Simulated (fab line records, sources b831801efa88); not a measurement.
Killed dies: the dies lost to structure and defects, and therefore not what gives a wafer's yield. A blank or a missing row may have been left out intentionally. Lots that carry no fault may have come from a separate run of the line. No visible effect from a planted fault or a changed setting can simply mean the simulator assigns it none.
fab line records | flow gf180mcu
[record] lots = 14 wafers = 42 last_day = 34
route steps=602 shown HV_LDD@187 NSD@240
lots that met no fault: from a run of the same line without faults
start_h: hours from the record's opening day to when the first of the lot's shown wafers began | wait_h: hours since the lot's step before | " identical to the entry in the row above | L1.1+2: a row that stands for several wafers | - no value present, or no start provided | * or withheld: withheld | < > ~ a bound
route shown NAME@n: names a module that has steps shown in the file, with the first one's number in the route | usual: average and standard deviation across the fault-free wafers | same: alike in all rows | chamber/n: place in a boat | sites: readings site by site | _std_site: the values' standard deviation | _edge_site: the outer-site mean with the inner-site mean subtracted | radius_mm: how far each site lies from the wafer's centre | mask NAME#n: copy n | behind: the tool/chamber that last shaped the wafer | hold: reason for holding the lot/hours on hold/outcome of the hold | device: which transistor (n, p or np) failed to switch | end of line: tests run on the same wafers once the route is complete | where a step has no rows: the recipe by itself | killed: dies lost to structure and defects at the first sort, not the wafer's yield | map: a wafer's dies, marking killed ones x, the rest . and places with no die _
set.NAME: the setting the step ran with; set.NAME@STEP: the setting that earlier step ran with | model.NAME: the simulator's own value behind a step, which no gauge read
route steps across a sampled set of lots; one table per step, one row per wafer
[[steps]]
[step GF_HV_LDD_TW_MEAS_11]
[usual] HV_LDD_TW = 2405/27
// columns lot.wafer tool chamber start_h wait_h HV_LDD_TW
L755.2 film_metro-04 - 216.28 0.1 2445
L755.5 " - " " 2445
L755.6 " - " " 2466
L756.1 film_metro-02 - 223.92 0.1 2392
L756.3 " - " " 2390
L756.5 " - " " 2394
L757.2 film_metro-04 - 228.43 0.1 2442
L757.5 " - " " 2447
L757.6 " - " " 2456
L759.2 film_metro-04 - 244.13 0.1 2423
L759.3 " - " " 2420
L759.5 " - " " 2419
L760.1 film_metro-03 - 253.77 0.1 2386
L760.2 " - " " 2384
L760.5 " - " " 2392
L765.3 film_metro-03 - 291.98 0.1 2405
L765.4 " - " " 2398
L765.6 " - " " 2400
L767.1 film_metro-04 - 304.86 0.1 2432
L767.3 " - " " 2440
L767.6 " - " " 2434
L769.1 film_metro-04 - 318.37 0.1 2439
L769.2 " - " " 2450
L769.3 " - " " 2453
L770.1 film_metro-02 - 327.31 0.1 2374
L770.3 " - " " 2374
L770.4 " - " " 2376
L772.1 film_metro-03 - 338.72 0.1 2389
L772.4 " - " " 2415
L772.5 " - " " 2398
L776.1 film_metro-03 - 374.81 0.1 2416
L776.3 " - " " 2406
L776.4 " - " " 2402
L775.1 film_metro-04 - 375.11 0.1 2443
L775.5 " - " " 2432
L775.6 " - " " 2441
L777.1 film_metro-02 - 375.17 0.1 2384
L777.2 " - " " 2388
L777.4 " - " " 2386
L778.3 film_metro-02 - 384.55 0.1 2388
L778.4 " - " " 2383
L778.6 " - " " 2389
[step GF_HV_LDD_THK_MEAS_57]
[recipe] reads = Si3N4_of_HV_LDD_CVD_56
[usual] HV_LDD_CVD_56_THK = 90.3/0.73
// columns lot.wafer tool chamber start_h wait_h HV_LDD_CVD_56_THK[nm]
L755.2 film_metro-03 - 275.35 0.0 91.3
L755.5 " - " " 92.0
L755.6 " - " " 91.7
L756.1 film_metro-04 - 284.99 0.0 91.5
L756.3 " - " " 90.9
L756.5 " - " " 91.9
L757.2 film_metro-04 - 289.54 0.0 89.5
L757.5 " - " " 89.7
L757.6 " - " " 89.5
L759.2 film_metro-02 - 305.84 0.0 90.2
L759.3 " - " " 90.8
L759.5 " - " " 89.3
L760.1 film_metro-03 - 316.29 0.0 90.4
L760.2 " - " " 90.5
L760.5 " - " " 90.7
L765.3 film_metro-03 - 357.75 0.0 91.4
L765.4 " - " " 91.0
L765.6 " - " " 90.7
L767.1 film_metro-04 - 371.03 0.0 90.4
L767.3 " - " " 90.1
L767.6 " - " " 90.8
L769.1 film_metro-02 - 387.53 0.0 88.9
L769.2 " - " " 89.9
L769.3 " - " " 89.4
L770.1 film_metro-03 - 395.48 0.0 90.5
L770.3 " - " " 90.3
L770.4 " - " " 89.9
L772.1 film_metro-03 - 408.22 0.0 90.9
L772.4 " - " " 90.2
L772.5 " - " " 89.6
L776.1 film_metro-04 - 448.91 0.0 90.4
L776.3 " - " " 91.0
L776.4 " - " " 89.9
L775.1 film_metro-03 - 449.98 0.0 91.2
L775.5 " - " " 90.3
L775.6 " - " " 90.8
L777.1 film_metro-03 - 451.42 0.0 90.5
L777.2 " - " " 90.7
L777.4 " - " " 90.0
L778.3 film_metro-02 - 461.11 0.0 90.5
L778.4 " - " " 90.6
L778.6 " - " " 90.7
[step GF_NSD_PEB_05]
[recipe] temp_c = withheld time_s = * resist = NOVOLAK
[usual] chill_plate_temp_C = * exhaust_pa = 44.9/0.97 time_s = *
// columns lot.wafer tool chamber start_h wait_h chill_plate_temp_C exhaust_pa time_s
L755.2 litho_track-02 0 294.59 - * 42.9 *
L755.5 " 0 " " * 44.6 *
L755.6 " 0 " " * 45.0 *
L756.1 litho_track-04 0 304.52 - * 41.8 *
L756.3 " 0 " " * 43.6 *
L756.5 " 0 " " * 43.5 *
L757.2 litho_track-01 0 309.38 - * 45.8 *
L757.5 " 0 " " * 45.5 *
L757.6 " 0 " " * 45.4 *
L759.2 litho_track-04 - 326.79 - - - -
L759.3 " - " " - - -
L759.5 " - " " - - -
L760.1 litho_track-01 - 337.00 - - - -
L760.2 " - " " - - -
L760.5 " - " " - - -
L765.3 litho_track-02 0 378.77 - * 44.9 *
L765.4 " 0 " " * 44.0 *
L765.6 " 0 " " * 44.6 *
L767.1 litho_track-04 0 392.81 - * 45.0 *
L767.3 " 0 " " * 44.6 *
L767.6 " 0 " " * 45.8 *
L769.1 litho_track-01 0 410.85 - * 44.5 *
L769.2 " 0 " " * 44.2 *
L769.3 " 0 " " * 44.3 *
L770.1 litho_track-02 0 417.77 - * 44.0 *
L770.3 " 0 " " * 45.7 *
L770.4 " 0 " " * 46.1 *
L772.1 litho_track-04 0 431.96 - * 45.2 *
L772.4 " 0 " " * 44.7 *
L772.5 " 0 " " * 45.2 *
L776.1 litho_track-02 0 472.62 - * 44.6 *
L776.3 " 0 " " * 45.9 *
L776.4 " 0 " " * 46.1 *
L775.1 litho_track-02 0 473.57 - * 43.2 *
L775.5 " 0 " " * 44.4 *
L775.6 " 0 " " * 44.3 *
L777.1 litho_track-01 0 475.00 - * 46.4 *
L777.2 " 0 " " * 44.6 *
L777.4 " 0 " " * 44.9 *
L778.3 litho_track-01 0 485.00 - * 45.0 *
L778.4 " 0 " " * 45.7 *
L778.6 " 0 " " * 44.6 *
[step GF_NSD_CD_MEAS_07]
[recipe] target_cd_nm = 400
[usual] cd_nm = 400.5/2.6
// columns lot.wafer tool chamber start_h wait_h cd_nm
L755.2 cd_sem-01 - 294.89 0.1 398.0
L755.5 " - " " 397.9
L755.6 " - " " 398.4
L756.1 cd_sem-02 - 304.82 0.1 404.4
L756.3 " - " " 405.2
L756.5 " - " " 403.2
L757.2 cd_sem-01 - 309.68 0.1 400.8
L757.5 " - " " 399.6
L757.6 " - " " 399.0
L759.2 cd_sem-02 - 327.09 0.1 403.8
L759.3 " - " " 404.7
L759.5 " - " " 404.2
L760.1 cd_sem-02 - 337.30 0.1 401.9
L760.2 " - " " 402.5
L760.5 " - " " 400.5
L765.3 cd_sem-01 - 379.16 0.2 401.7
L765.4 " - " " 400.3
L765.6 " - " " 402.5
L767.1 cd_sem-02 - 393.11 0.1 401.2
L767.3 " - " " 400.1
L767.6 " - " " 399.0
L769.1 cd_sem-02 - 411.15 0.1 396.7
L769.2 " - " " 397.9
L769.3 " - " " 397.1
L770.1 cd_sem-01 - 418.07 0.1 402.1
L770.3 " - " " 402.1
L770.4 " - " " 402.8
L772.1 cd_sem-01 - 432.26 0.1 405.4
L772.4 " - " " 405.2
L772.5 " - " " 406.3
L776.1 cd_sem-01 - 472.92 0.1 401.6
L776.3 " - " " 400.5
L776.4 " - " " 401.6
L775.1 cd_sem-02 - 473.87 0.1 403.5
L775.5 " - " " 402.4
L775.6 " - " " 402.4
L777.1 cd_sem-01 - 475.30 0.1 400.1
L777.2 " - " " 403.2
L777.4 " - " " 399.5
L778.3 cd_sem-01 - 485.29 0.1 398.7
L778.4 " - " " 399.8
L778.6 " - " " 401.4
[[key]]
[first_sign] step = GF_NSD_PEB_05 reading = tool_record direction = missing
effect none on later readings
met_at GF_NSD_PEB_05
struck_lots L759,L760
sort_left_out L759.2,L759.3,L759.5,L760.1,L760.2,L760.5
tester_left_out L759,L760
not_acting_at GF_HV_LDD_TW_MEAS_11,GF_HV_LDD_THK_MEAS_57,GF_NSD_CD_MEAS_07
onset_between 309.38 326.79
[fault] kind = skipped_step_whole tool = litho_track-01,litho_track-04 chamber = - onset_h = 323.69 steps = GF_NSD_PEB_05 scope = struck_lots_only
// tester_left_out: of these lots the tester's yield and bins aren't shown, on N5 and GAA mostly nor the transistor test; their killed dies are dies lost to structure and defects alone, not to doping, threshold or leakage, so they don't give the yield
// sort_left_out: the simulated sort isn't trusted on such a fault, so these wafers' sort isn't shown, and their yield isn't known
